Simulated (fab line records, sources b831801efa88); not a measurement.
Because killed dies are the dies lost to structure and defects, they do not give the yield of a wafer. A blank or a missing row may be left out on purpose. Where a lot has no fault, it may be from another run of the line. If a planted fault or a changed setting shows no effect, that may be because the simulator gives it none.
fab line records	flow sky130
[record] lots = 11	wafers = 33	lastDay = 50
route steps=708 shown FIELD_ISO@1 NWELL@67 PAD_OPEN@708
lots that met no fault: from a run of the same line without faults
startH: hours from the record's opening day to when the first of the lot's shown wafers began	waitH: how many hours have passed since the lot's step before this one	" identical to the entry in the row above	L1.1+2: one row covering several wafers at once	- either no value or no given start	* or withheld: withheld	< > ~ a bound
route shown NAME@n: names a module that has steps shown in the file, with the first one's number in the route	usual: mean/standard deviation of fault-free wafers	same: alike in all rows	chamber/n: place in a boat	sites: readings site by site	_std_site: the values' standard deviation	_edge_site: the outer-site mean with the inner-site mean subtracted	radiusMm: for every site, how far away it sits from the centre of the wafer	mask NAME#n: copy n	behind: the most recent tool/chamber to have shaped the wafer	hold: reason for holding the lot/hours on hold/outcome of the hold	device: names the non-switching transistor (n, p or np)	end of line: tests of these same wafers at the route's end	where a step has no rows: the recipe by itself	killed: not the wafer's yield, but the dies lost to structure and defects at the first sort	map: a wafer's dies, x killed, . not, _ none there
set.NAME: the run value of the setting; set.NAME@STEP: its run value at that earlier step	model.NAME: the simulator's own value behind a step, which no gauge read
route steps across a sampled set of lots; one table per step, one row per wafer
services: a tool's chamber out of use, with start hour (startH, from the record's first day; less than 0 if before it), hours out, and reason
[[steps]]
[step SKY_FIELD_ISO_BOW_MEAS_00]
[recipe] mode = bow
[usual] INCOMING_BOW = 1/6.6
lot.wafer	tool	chamber	startH	waitH	INCOMING_BOW[um]
L838.3	filmMetro-04	-	10.04	-	-7
L838.4	"	-	"	"	-5
L838.5	"	-	"	"	-14
L842.1	filmMetro-04	-	30.00	-	5
L842.4	"	-	"	"	-5
L842.5	"	-	"	"	7
L843.1	filmMetro-02	-	35.00	-	7
L843.2	"	-	"	"	0
L843.6	"	-	"	"	4
L844.1	filmMetro-02	-	40.00	-	3
L844.4	"	-	"	"	0
L844.5	"	-	"	"	-6
L846.3	filmMetro-03	-	50.04	-	-4
L846.4	"	-	"	"	-2
L846.6	"	-	"	"	-1
L854.2	filmMetro-02	-	90.02	-	0
L854.3	"	-	"	"	2
L854.4	"	-	"	"	-3
L855.1	filmMetro-02	-	95.00	-	-10
L855.2	"	-	"	"	5
L855.4	"	-	"	"	-3
L856.3	filmMetro-02	-	100.04	-	0
L856.5	"	-	"	"	6
L856.6	"	-	"	"	1
L858.3	filmMetro-02	-	110.04	-	3
L858.4	"	-	"	"	-3
L858.6	"	-	"	"	8
L859.1	filmMetro-02	-	115.00	-	7
L859.4	"	-	"	"	4
L859.6	"	-	"	"	4
L860.1	filmMetro-04	-	120.00	-	5
L860.2	"	-	"	"	6
L860.5	"	-	"	"	-12
[step SKY_FIELD_ISO_THK_MEAS_02]
[recipe] reads = SiO2_of_FIELD_ISO_OXIDATION_01
[usual] FIELD_ISO_OXIDATION_00_THK = 12.11/0.25
lot.wafer	tool	chamber	startH	waitH	FIELD_ISO_OXIDATION_00_THK[nm]
L838.3	filmMetro-03	-	11.71	0.0	12.31
L838.4	"	-	"	"	12.43
L838.5	"	-	"	"	12.00
L842.1	filmMetro-03	-	32.15	0.0	11.87
L842.4	"	-	"	"	11.97
L842.5	"	-	"	"	11.98
L843.1	filmMetro-04	-	37.22	0.0	11.86
L843.2	"	-	"	"	11.88
L843.6	"	-	"	"	12.03
L844.1	filmMetro-02	-	41.63	0.0	12.39
L844.4	"	-	"	"	12.16
L844.5	"	-	"	"	12.28
L846.3	filmMetro-02	-	53.73	0.0	12.29
L846.4	"	-	"	"	12.35
L846.6	"	-	"	"	12.20
L854.2	filmMetro-02	-	92.67	0.0	12.30
L854.3	"	-	"	"	12.54
L854.4	"	-	"	"	12.23
L855.1	filmMetro-02	-	96.84	0.0	12.20
L855.2	"	-	"	"	11.80
L855.4	"	-	"	"	12.16
L856.3	filmMetro-03	-	102.36	0.0	12.01
L856.5	"	-	"	"	11.90
L856.6	"	-	"	"	11.93
L858.3	filmMetro-02	-	111.65	0.0	11.99
L858.4	"	-	"	"	11.97
L858.6	"	-	"	"	11.95
L859.1	filmMetro-02	-	121.82	0.0	12.29
L859.4	"	-	"	"	12.29
L859.6	"	-	"	"	12.12
L860.1	filmMetro-04	-	121.82	0.0	11.55
L860.2	"	-	"	"	11.43
L860.5	"	-	"	"	11.63
[step SKY_NWELL_STRIP_14]
[recipe] chemistry = O2/N2	powerW = 1400	pressureMtorr = 1500	platenTempC = withheld	o2FlowSccm = 3000	n2FlowSccm = 300	overashFraction = 0.5
[usual] drypumpMotorCurrentA = 5.7/0.55	oesProductAu = 0.723/0.0049	stripTimeToEndpointS = 36.94/0.11
lot.wafer	tool	chamber	startH	waitH	drypumpMotorCurrentA	oesProductAu	rfHoursCounterH	stripTimeToEndpointS
L838.3	plasmaAsher-04	1	85.46	0.1	4.8	0.729	-	36.98
L838.4	"	0	"	"	6.4	0.728	-	37.01
L838.5	"	0	"	"	6.4	0.724	-	37.02
L842.1	plasmaAsher-04	1	110.57	0.1	4.8	0.732	43	37.02
L842.4	"	1	"	"	4.9	0.721	-	37.10
L842.5	"	1	"	"	4.9	0.719	-	37.13
L843.1	plasmaAsher-03	0	111.94	0.1	5.6	0.727	30	36.92
L843.2	"	1	"	"	6.2	0.730	30	36.83
L843.6	"	0	"	"	5.6	0.725	-	36.92
L844.1	plasmaAsher-03	1	117.35	0.1	6.2	0.920	31	-
L844.4	"	0	"	"	5.6	0.938	-	-
L844.5	"	1	"	"	6.2	0.931	-	-
L846.3	plasmaAsher-04	0	132.54	0.1	6.4	0.723	-	37.02
L846.4	"	1	"	"	4.8	0.724	-	36.98
L846.6	"	1	"	"	4.8	0.724	-	36.93
L855.1	plasmaAsher-03	1	195.02	0.1	6.2	0.725	38	36.68
L855.2	"	0	"	"	5.7	0.720	38	36.77
L855.4	"	0	"	"	5.7	0.721	-	36.68
L854.2	plasmaAsher-01	1	198.04	0.1	5.7	0.729	8	37.10
L854.3	"	1	"	"	5.6	0.720	-	36.99
L854.4	"	0	"	"	5.8	0.721	-	37.16
L856.3	plasmaAsher-03	0	198.42	0.1	5.7	0.724	-	36.92
L856.5	"	0	"	"	5.7	0.720	-	36.84
L856.6	"	1	"	"	6.2	0.723	-	36.84
L858.3	plasmaAsher-03	1	204.72	0.1	6.2	0.717	-	36.79
L858.4	"	0	"	"	5.7	0.723	-	36.79
L858.6	"	0	"	"	5.7	0.728	-	36.82
L859.1	plasmaAsher-04	1	212.05	0.1	4.9	0.723	53	36.91
L859.4	"	1	"	"	4.9	0.715	-	36.87
L859.6	"	1	"	"	4.8	0.725	-	37.07
L860.1	plasmaAsher-04	1	212.92	0.1	4.8	0.729	53	36.85
L860.2	"	0	"	"	6.4	0.726	53	36.81
L860.5	"	1	"	"	4.8	0.713	-	36.94
[step SKY_NWELL_TW_MEAS_15]
[usual] NWELL_TW = 1837/16
lot.wafer	tool	chamber	startH	waitH	NWELL_TW
L838.3	filmMetro-01	-	85.54	0.1	1816
L838.4	"	-	"	"	1828
L838.5	"	-	"	"	1819
L842.1	filmMetro-01	-	110.67	0.1	1826
L842.4	"	-	"	"	1832
L842.5	"	-	"	"	1822
L843.1	filmMetro-04	-	112.04	0.1	1851
L843.2	"	-	"	"	1856
L843.6	"	-	"	"	1859
L844.1	filmMetro-04	-	117.45	0.1	1863
L844.4	"	-	"	"	1853
L844.5	"	-	"	"	1856
L846.3	filmMetro-04	-	132.62	0.1	1851
L846.4	"	-	"	"	1851
L846.6	"	-	"	"	1852
L855.1	filmMetro-04	-	195.12	0.1	1848
L855.2	"	-	"	"	1843
L855.4	"	-	"	"	1851
L854.2	filmMetro-04	-	198.15	0.1	1849
L854.3	"	-	"	"	1841
L854.4	"	-	"	"	1844
L856.3	filmMetro-01	-	198.51	0.1	1831
L856.5	"	-	"	"	1831
L856.6	"	-	"	"	1833
L858.3	filmMetro-01	-	204.81	0.1	1825
L858.4	"	-	"	"	1816
L858.6	"	-	"	"	1824
L859.1	filmMetro-04	-	212.15	0.1	1820
L859.4	"	-	"	"	1838
L859.6	"	-	"	"	1834
L860.1	filmMetro-04	-	213.02	0.1	1841
L860.2	"	-	"	"	1843
L860.5	"	-	"	"	1845
[step SKY_NWELL_STRIP_25]
[recipe] chemistry = O2/N2	powerW = 1400	pressureMtorr = 1500	platenTempC = withheld	o2FlowSccm = 3000	n2FlowSccm = 300	overashFraction = 0.5
[usual] drypumpMotorCurrentA = 5.8/0.43	oesProductAu = 0.722/0.0044	stripTimeToEndpointS = 36.95/0.09
lot.wafer	tool	chamber	startH	waitH	drypumpMotorCurrentA	oesProductAu	rfHoursCounterH	stripTimeToEndpointS
L838.3	plasmaAsher-03	1	103.34	0.1	6.2	0.726	-	36.99
L838.4	"	0	"	"	5.7	0.722	-	37.06
L838.5	"	1	"	"	6.2	0.719	-	37.00
L842.1	plasmaAsher-01	1	129.14	0.1	5.7	0.732	1	36.87
L842.4	"	0	"	"	5.8	0.729	-	36.94
L842.5	"	1	"	"	5.7	0.724	-	36.97
L843.1	plasmaAsher-03	1	130.22	0.1	6.2	0.724	32	37.02
L843.2	"	0	"	"	5.7	0.718	32	36.91
L843.6	"	1	"	"	6.2	0.729	-	36.80
L844.1	plasmaAsher-03	0	135.90	0.1	5.7	0.736	33	61.39
L844.4	"	0	"	"	5.7	0.728	-	61.25
L844.5	"	1	"	"	6.2	0.727	-	61.40
L846.3	plasmaAsher-04	0	159.14	0.1	6.3	0.724	-	37.04
L846.4	"	1	"	"	4.8	0.722	-	36.95
L846.6	"	1	"	"	4.8	0.722	-	37.00
L855.1	plasmaAsher-01	0	216.42	0.1	5.8	0.725	9	36.82
L855.2	"	1	"	"	5.7	0.723	9	36.87
L855.4	"	1	"	"	5.6	0.718	-	36.93
L854.2	plasmaAsher-03	0	220.42	0.1	5.7	0.715	41	37.01
L854.3	"	1	"	"	6.2	0.716	-	36.87
L854.4	"	0	"	"	5.7	0.727	-	37.06
L856.3	plasmaAsher-04	0	220.69	0.1	6.3	0.719	-	36.88
L856.5	"	1	"	"	4.8	0.720	-	36.86
L856.6	"	0	"	"	6.3	0.729	-	36.96
L858.3	plasmaAsher-01	1	227.36	0.1	5.7	0.718	-	36.76
L858.4	"	0	"	"	5.8	0.721	-	36.86
L858.6	"	1	"	"	5.6	0.714	-	36.80
L859.1	plasmaAsher-04	1	234.57	0.1	4.8	0.725	55	37.02
L859.4	"	0	"	"	6.4	0.720	-	36.96
L859.6	"	1	"	"	4.8	0.724	-	37.09
L860.1	plasmaAsher-03	0	235.30	0.1	5.7	0.722	42	36.93
L860.2	"	1	"	"	6.2	0.729	42	36.87
L860.5	"	0	"	"	5.7	0.725	-	36.84
[step SKY_NWELL_TW_MEAS_26]
[usual] NWELL_2_TW = 500/4.4
lot.wafer	tool	chamber	startH	waitH	hold	NWELL_2_TW
L838.3	filmMetro-03	-	103.42	0.1	-	497
L838.4	"	-	"	"	-	498
L838.5	"	-	"	"	-	496
L842.1	filmMetro-03	-	129.24	0.1	-	495
L842.4	"	-	"	"	-	494
L842.5	"	-	"	"	-	495
L843.1	filmMetro-01	-	130.32	0.1	-	500
L843.2	"	-	"	"	-	500
L843.6	"	-	"	"	-	500
L844.1	filmMetro-04	-	136.00	0.1	awaitDispo/0.2h/release	31
L844.4	"	-	"	"	awaitDispo/0.2h/release	31
L844.5	"	-	"	"	awaitDispo/0.2h/release	30
L844.1	filmMetro-04	-	136.32	0.3	-	31
L844.4	"	-	"	"	-	31
L844.5	"	-	"	"	-	30
L846.3	filmMetro-03	-	159.22	0.1	-	499
L846.4	"	-	"	"	-	498
L846.6	"	-	"	"	-	498
L855.1	filmMetro-04	-	216.52	0.1	-	507
L855.2	"	-	"	"	-	503
L855.4	"	-	"	"	-	506
L854.2	filmMetro-01	-	220.53	0.1	-	501
L854.3	"	-	"	"	-	500
L854.4	"	-	"	"	-	497
L856.3	filmMetro-04	-	220.77	0.1	-	507
L856.5	"	-	"	"	-	507
L856.6	"	-	"	"	-	506
L858.3	filmMetro-04	-	227.44	0.1	-	507
L858.4	"	-	"	"	-	505
L858.6	"	-	"	"	-	503
L859.1	filmMetro-03	-	234.67	0.1	-	493
L859.4	"	-	"	"	-	493
L859.6	"	-	"	"	-	491
L860.1	filmMetro-01	-	235.40	0.1	-	499
L860.2	"	-	"	"	-	499
L860.5	"	-	"	"	-	500
[step SKY_PAD_OPEN_PROBE_99]
[usual] defectLimitedYield = 82.3/2	killed_at_M0_to_M3 = 45/7.5	killed_at_M4_up = 3.2/1.8	killedAtContacts = 24/4.9	killedAtFrontEnd = 15/4.4	killedAtOther = 0.3/0.54	killedDies = 87/9.8	killedOpen = 47/6.4	killedShort = 40/6.5	sort_bin_3_pad_short = 0.9/0.44	sort_bin_5_function = 10.5/1.5	sort_bin_6_memory = 6.3/1.2	sortNPass = 405/9.8	sortYieldPct = 82.3/2
[same] grossDies = 492	killedAtBackSide = 0	sort_bin_4_leakage[%] = 0	sort_bin_8_speed[%] = 0
lot.wafer	tool	chamber	startH	waitH	defectLimitedYield[%]	killed_at_M0_to_M3	killed_at_M4_up	killedAtContacts	killedAtFrontEnd	killedAtOther	killedDies	killedOpen	killedShort	sort_bin_3_pad_short[%]	sort_bin_5_function[%]	sort_bin_6_memory[%]	sortNPass	sortYieldPct[%]
L838.3	prober-02	-	1075.76	0.2	81.1	56	2	21	13	1	93	48	44	0.8	10.4	7.7	399	81.1
L838.4	prober-02	-	1075.81	0.2	81.9	51	2	22	11	3	89	48	38	0.2	10.0	7.9	403	81.9
L838.5	prober-02	-	1075.86	0.2	80.1	57	5	24	12	0	98	48	49	0.6	13.2	6.1	394	80.1
L842.1	prober-01	-	1108.31	0.1	84.8	41	0	22	11	1	75	50	25	1.0	10.0	4.3	417	84.8
L842.4	prober-01	-	1108.46	0.2	83.5	45	5	22	9	0	81	48	33	0.6	10.2	5.7	411	83.5
L842.5	prober-01	-	1108.51	0.2	84.6	38	4	23	11	0	76	49	27	0.8	7.5	7.1	416	84.6
L843.1	prober-01	-	1111.28	0.1	78.9	58	5	23	17	1	104	56	47	0.8	13.2	7.1	388	78.9
L843.2	prober-01	-	1111.33	0.1	82.1	44	3	20	19	2	88	41	46	1.0	12.2	4.7	404	82.1
L843.6	prober-01	-	1111.53	0.2	81.7	53	5	23	9	0	90	41	49	1.4	10.0	6.9	402	81.7
L846.3	prober-01	-	1135.61	0.2	84.6	32	4	31	9	0	76	40	36	0.8	10.4	4.3	416	84.6
L846.4	prober-01	-	1135.66	0.2	82.7	35	7	28	15	0	85	45	40	0.6	10.8	5.9	407	82.7
L846.6	prober-01	-	1135.76	0.2	79.3	50	4	33	15	0	102	59	42	1.0	13.0	6.7	390	79.3
L855.1	prober-01	-	1182.12	0.1	80.5	51	3	22	20	0	96	56	39	1.4	10.2	7.9	396	80.5
L855.2	prober-01	-	1182.17	0.1	82.9	37	4	22	20	1	84	35	48	0.8	10.8	5.5	408	82.9
L855.4	prober-01	-	1182.27	0.2	80.5	44	2	30	20	0	96	53	43	0.4	12.0	7.1	396	80.5
L854.2	prober-02	-	1185.46	0.1	84.8	45	0	21	9	0	75	39	36	0.8	8.7	5.7	417	84.8
L854.3	prober-02	-	1185.51	0.2	81.9	44	1	26	17	1	89	42	47	1.2	11.0	5.9	403	81.9
L854.4	prober-02	-	1185.56	0.2	82.9	41	2	29	12	0	84	46	38	1.0	9.8	6.3	408	82.9
L856.3	prober-01	-	1186.15	0.2	81.9	41	5	27	15	1	89	39	48	0.6	12.8	4.7	403	81.9
L856.5	prober-01	-	1186.25	0.2	81.5	39	3	26	22	1	91	49	42	1.0	8.7	8.7	401	81.5
L856.6	prober-01	-	1186.30	0.2	82.5	42	3	20	20	1	86	51	34	0.4	10.2	6.9	406	82.5
L858.3	prober-01	-	1189.29	0.2	86.6	32	2	23	9	0	66	46	20	0.2	7.1	6.1	426	86.6
L858.4	prober-01	-	1189.34	0.2	83.3	40	2	24	15	1	82	46	36	0.4	10.8	5.5	410	83.3
L858.6	prober-01	-	1189.44	0.2	81.1	52	2	23	16	0	93	49	44	1.2	10.4	7.3	399	81.1
L860.1	prober-02	-	1197.59	0.1	81.5	53	3	20	14	1	91	42	49	1.2	9.3	7.9	401	81.5
L860.2	prober-02	-	1197.64	0.1	83.7	35	2	29	14	0	80	38	42	1.2	10.4	4.7	412	83.7
L860.5	prober-02	-	1197.79	0.2	84.8	36	1	27	11	0	75	37	38	0.6	10.0	4.7	417	84.8
L859.1	prober-01	-	1198.36	0.1	80.1	60	5	23	10	0	98	52	46	0.6	12.4	6.9	394	80.1
L859.4	prober-01	-	1198.51	0.2	84.8	43	2	19	10	1	75	30	45	1.8	7.9	5.5	417	84.8
L859.6	prober-01	-	1198.61	0.2	83.5	48	3	19	11	0	81	38	43	1.8	8.7	5.9	411	83.5
// killed by level:class
L838.3 VIA1:geometricParticle:open=11 METAL1:geometricParticle:short=10 VIA2:geometricParticle:open=9 CONTACT:geometricParticle:open=8 VIA3:geometricParticle:open=7 METAL2:geometricParticle:short=7 FIELD_ISO:geometricParticle:short=6 LI_CONTACT:geometricParticle:open=5
L838.4 VIA1:geometricParticle:open=13 LI_CONTACT:geometricParticle:open=6 CONTACT:geometricParticle:open=6 METAL1:geometricParticle:short=6 VIA2:geometricParticle:open=6 METAL2:geometricParticle:short=5 LOCAL_INTERCONNECT:geometricParticle:short=5 VIA3:geometricParticle:open=5
L838.5 VIA1:geometricParticle:open=15 CONTACT:geometricParticle:open=9 VIA1:geometricParticle:short=8 VIA2:geometricParticle:open=7 METAL3:geometricParticle:short=6 LOCAL_INTERCONNECT:geometricParticle:short=6 LI_CONTACT:geometricParticle:open=5 FIELD_ISO:geometricParticle:short=4
L842.1 VIA1:geometricParticle:open=15 CONTACT:geometricParticle:open=13 LI_CONTACT:geometricParticle:open=7 VIA1:geometricParticle:short=5 METAL2:geometricParticle:short=4 SPACER:geometricParticle:open=3 METAL2:geometricParticle:open=3 VIA2:geometricParticle:short=3
L842.4 VIA1:geometricParticle:open=11 LI_CONTACT:geometricParticle:open=9 VIA2:geometricParticle:open=8 CONTACT:geometricParticle:open=7 METAL1:geometricParticle:short=5 METAL2:geometricParticle:open=5 METAL4:geometricParticle:short=5 POLY_GATE:geometricParticle:short=4
L842.5 VIA1:geometricParticle:open=14 CONTACT:geometricParticle:open=10 LI_CONTACT:geometricParticle:open=5 CONTACT:geometricParticle:short=5 VIA2:geometricParticle:open=5 METAL2:geometricParticle:short=4 VIA3:geometricParticle:open=4 METAL4:geometricParticle:short=3
L843.1 VIA1:geometricParticle:open=14 CONTACT:geometricParticle:open=10 VIA2:geometricParticle:open=9 FIELD_ISO:geometricParticle:open=7 METAL1:geometricParticle:short=7 VIA3:geometricParticle:open=7 POLY_GATE:geometricParticle:short=6 METAL2:geometricParticle:short=6
L843.2 VIA1:geometricParticle:open=11 METAL2:geometricParticle:short=10 CONTACT:geometricParticle:open=9 FIELD_ISO:geometricParticle:short=6 LOCAL_INTERCONNECT:geometricParticle:short=6 POLY_GATE:geometricParticle:short=5 VIA2:geometricParticle:open=5 POLY_GATE:geometricParticle:open=4
L843.6 VIA1:geometricParticle:open=13 CONTACT:geometricParticle:short=8 LI_CONTACT:geometricParticle:short=7 VIA1:geometricParticle:short=7 VIA2:geometricParticle:open=6 METAL1:geometricParticle:short=6 METAL2:geometricParticle:short=6 VIA3:geometricParticle:open=5
L846.3 LI_CONTACT:geometricParticle:short=9 LI_CONTACT:geometricParticle:open=7 CONTACT:geometricParticle:open=7 LOCAL_INTERCONNECT:geometricParticle:short=6 VIA2:geometricParticle:open=6 VIA3:geometricParticle:open=6 VIA1:geometricParticle:short=5 VIA1:geometricParticle:open=5
L846.4 LI_CONTACT:geometricParticle:open=8 CONTACT:geometricParticle:open=7 VIA2:geometricParticle:open=7 VIA1:geometricParticle:open=6 VIA3:geometricParticle:short=6 LOCAL_INTERCONNECT:geometricParticle:short=5 FIELD_ISO:geometricParticle:open=4 METAL3:geometricParticle:short=4
L846.6 LI_CONTACT:geometricParticle:open=12 VIA1:geometricParticle:open=11 LOCAL_INTERCONNECT:geometricParticle:short=7 CONTACT:geometricParticle:open=7 VIA2:geometricParticle:open=7 VIA3:geometricParticle:open=7 VIA1:geometricParticle:short=6 FIELD_ISO:geometricParticle:short=5
L855.1 VIA2:geometricParticle:open=12 VIA1:geometricParticle:open=10 LI_CONTACT:geometricParticle:open=9 CONTACT:geometricParticle:open=8 VIA1:geometricParticle:short=8 FIELD_ISO:geometricParticle:short=6 METAL2:geometricParticle:short=6 FIELD_ISO:geometricParticle:open=5
L855.2 VIA1:geometricParticle:short=8 CONTACT:geometricParticle:open=7 METAL2:geometricParticle:short=7 FIELD_ISO:geometricParticle:open=6 FIELD_ISO:geometricParticle:short=5 POLY_GATE:geometricParticle:short=5 CONTACT:geometricParticle:short=5 VIA1:geometricParticle:open=5
L855.4 CONTACT:geometricParticle:open=11 LI_CONTACT:geometricParticle:open=8 VIA2:geometricParticle:open=7 METAL1:geometricParticle:short=6 METAL2:geometricParticle:short=6 POLY_GATE:geometricParticle:open=5 VIA1:geometricParticle:short=5 VIA3:geometricParticle:open=5
L854.2 METAL1:geometricParticle:short=10 VIA3:geometricParticle:open=9 CONTACT:geometricParticle:open=8 VIA1:geometricParticle:open=7 CONTACT:geometricParticle:short=5 LI_CONTACT:geometricParticle:open=5 METAL2:geometricParticle:short=4 POLY_GATE:geometricParticle:short=3
L854.3 VIA1:geometricParticle:open=8 METAL2:geometricParticle:short=6 LI_CONTACT:geometricParticle:open=6 LI_CONTACT:geometricParticle:short=6 CONTACT:geometricParticle:open=6 LOCAL_INTERCONNECT:geometricParticle:short=5 METAL1:geometricParticle:short=5 VIA2:geometricParticle:open=5
L854.4 LI_CONTACT:geometricParticle:open=11 CONTACT:geometricParticle:open=8 VIA3:geometricParticle:open=8 VIA1:geometricParticle:open=7 METAL1:geometricParticle:short=6 VIA2:geometricParticle:open=6 POLY_GATE:geometricParticle:short=5 METAL2:geometricParticle:short=5
L856.3 VIA1:geometricParticle:open=9 CONTACT:geometricParticle:short=7 VIA3:geometricParticle:open=7 CONTACT:geometricParticle:open=6 METAL1:geometricParticle:short=6 LI_CONTACT:geometricParticle:open=5 METAL2:geometricParticle:short=5 POLY_GATE:geometricParticle:open=4
L856.5 VIA1:geometricParticle:open=10 LI_CONTACT:geometricParticle:open=7 METAL1:geometricParticle:short=7 VIA2:geometricParticle:open=7 FIELD_ISO:geometricParticle:open=6 POLY_GATE:geometricParticle:open=6 CONTACT:geometricParticle:open=6 LOCAL_INTERCONNECT:geometricParticle:short=5
L856.6 VIA1:geometricParticle:open=10 VIA2:geometricParticle:open=8 CONTACT:geometricParticle:open=7 METAL1:geometricParticle:short=5 POLY_GATE:geometricParticle:short=5 LI_CONTACT:geometricParticle:open=5 CONTACT:geometricParticle:short=5 POLY_GATE:geometricParticle:open=4
L858.3 CONTACT:geometricParticle:open=10 VIA1:geometricParticle:open=9 VIA2:geometricParticle:open=6 LI_CONTACT:geometricParticle:open=5 CONTACT:geometricParticle:short=5 POLY_GATE:geometricParticle:open=4 VIA1:geometricParticle:short=4 FIELD_ISO:geometricParticle:open=3
L858.4 VIA1:geometricParticle:open=10 CONTACT:geometricParticle:short=8 CONTACT:geometricParticle:open=6 VIA2:geometricParticle:open=6 LOCAL_INTERCONNECT:geometricParticle:short=5 VIA3:geometricParticle:open=5 FIELD_ISO:geometricParticle:open=4 FIELD_ISO:geometricParticle:short=4
L858.6 VIA1:geometricParticle:open=12 VIA1:geometricParticle:short=9 VIA3:geometricParticle:open=8 VIA2:geometricParticle:open=7 LI_CONTACT:geometricParticle:open=6 METAL2:geometricParticle:short=5 METAL1:geometricParticle:short=5 POLY_GATE:geometricParticle:open=4
L860.1 METAL2:geometricParticle:short=11 VIA1:geometricParticle:open=11 VIA3:geometricParticle:open=8 VIA1:geometricParticle:short=7 CONTACT:geometricParticle:short=6 METAL1:geometricParticle:short=6 FIELD_ISO:geometricParticle:short=5 LI_CONTACT:geometricParticle:open=5
L860.2 CONTACT:geometricParticle:open=9 LI_CONTACT:geometricParticle:open=8 LOCAL_INTERCONNECT:geometricParticle:short=8 POLY_GATE:geometricParticle:short=6 VIA1:geometricParticle:open=6 METAL2:geometricParticle:short=5 FIELD_ISO:geometricParticle:open=4 FIELD_ISO:geometricParticle:short=4
L860.5 LI_CONTACT:geometricParticle:open=8 VIA1:geometricParticle:open=7 LOCAL_INTERCONNECT:geometricParticle:short=6 LI_CONTACT:geometricParticle:short=5 METAL1:geometricParticle:short=5 VIA1:geometricParticle:short=5 VIA3:geometricParticle:open=4 FIELD_ISO:geometricParticle:open=3
L859.1 METAL2:geometricParticle:short=10 VIA2:geometricParticle:open=10 CONTACT:geometricParticle:open=9 VIA1:geometricParticle:open=9 VIA3:geometricParticle:open=9 LI_CONTACT:geometricParticle:open=8 VIA1:geometricParticle:short=7 METAL3:geometricParticle:short=6
L859.4 LI_CONTACT:geometricParticle:open=7 VIA1:geometricParticle:short=7 CONTACT:geometricParticle:open=7 VIA1:geometricParticle:open=7 VIA2:geometricParticle:short=7 FIELD_ISO:geometricParticle:short=6 METAL2:geometricParticle:short=5 CONTACT:geometricParticle:short=4
L859.6 VIA2:geometricParticle:open=9 METAL2:geometricParticle:short=7 CONTACT:geometricParticle:open=7 LI_CONTACT:geometricParticle:open=5 METAL1:geometricParticle:short=5 VIA1:geometricParticle:short=5 VIA1:geometricParticle:open=5 CONTACT:geometricParticle:short=4
[[services]]
tool	chamber	startH	hours	kind
plasmaAsher-01	-	108.75	9.0	pm
plasmaAsher-01	0	108.75	9.0	ventCycle
plasmaAsher-01	1	108.75	9.0	ventCycle
plasmaAsher-01	0	117.75	-	clean
plasmaAsher-01	1	117.75	-	clean
plasmaAsher-01	-	168.07	0.9	repair
[[key]]
[firstSign] step = SKY_NWELL_STRIP_14	reading = oesProductAu	direction = up	sigmas = 43	usual = 0.723	struck = 0.930
[effect] step = SKY_NWELL_STRIP_25	reading = stripTimeToEndpointS	direction = up	sigmas = 99+	usual = *	struck = *
[effect] step = SKY_NWELL_TW_MEAS_26	reading = visit	direction = added
[effect] step = SKY_NWELL_TW_MEAS_26	reading = NWELL_2_TW	direction = down	sigmas = 99+	usual = 500	struck = 31
metAt SKY_NWELL_STRIP_14
struckLots L844
scrappedBehind SKY_NWELL_TW_MEAS_26 L844.1,L844.4,L844.5
notActingAt SKY_FIELD_ISO_BOW_MEAS_00,SKY_FIELD_ISO_THK_MEAS_02,SKY_NWELL_TW_MEAS_15
onsetBetween 111.94 117.35
[fault] kind = stripAborted	tool = plasmaAsher-03	chamber = -	onsetH = 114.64	steps = SKY_NWELL_STRIP_14	offset = 0.77616	endH = 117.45
